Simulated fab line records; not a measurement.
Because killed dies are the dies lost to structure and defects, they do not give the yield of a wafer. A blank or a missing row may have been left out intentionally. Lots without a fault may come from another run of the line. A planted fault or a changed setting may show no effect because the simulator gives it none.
Matching of chambers	flow gf180mcu	3 sister chambers for GF_V2_CVD_02 on pecvd-03
The step deposits SiO2 from TEOS, target thk 850 nm, time 94.851 s. 6 wafers are shown with their chamber, then 9 later ones without.

== WAFERS, EACH WITH ITS CHAMBER ==
wafer	chamber	heater_power_w (W)
L078.3	1	792
L080.2	2	722
L083.5	1	649
L087.1	2	721
L087.2	0	552
L087.4	0	612

== WAFERS WHOSE CHAMBER IS MISSING ==
wafer	heater_power_w (W)
L089.1	619
L089.2	692
L089.4	754
L091.1	573
L091.4	806
L091.6	644
L097.2	536
L097.3	698
L097.4	742

== EACH ONE'S CHAMBER ==
wafer	from the rows above	in truth
L089.1	can't be placed: 0 or 1 or 2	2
L089.2	can't be placed: 1 or 2 or 0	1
L089.4	can't be placed: 2 or 1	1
L091.1	0	0
L091.4	can't be placed: 2 or 1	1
L091.6	can't be placed: 0 or 1 or 2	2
L097.2	0	0
L097.3	can't be placed: 1 or 2 or 0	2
L097.4	can't be placed: 2 or 1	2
Correctly placed: 2 of 9. Not placeable from these rows: 7 (in 7, the candidates include the true chamber). 0 placed wrongly.
How it was worked out, from the rows above alone: a wafer's distance from a chamber is the root of the sum, over the readings, of the square of ((its reading less the chamber's mean) divided by the reading's scatter). The wafer belongs to the nearest chamber; if the next one is less than 2 further off, it can't be placed. The mean given for a chamber averages the wafers shown for that chamber. The scatter: take each reading less its chamber's mean, square it, sum over the shown wafers, divide by the number of wafers less the number of chambers, and take the root.
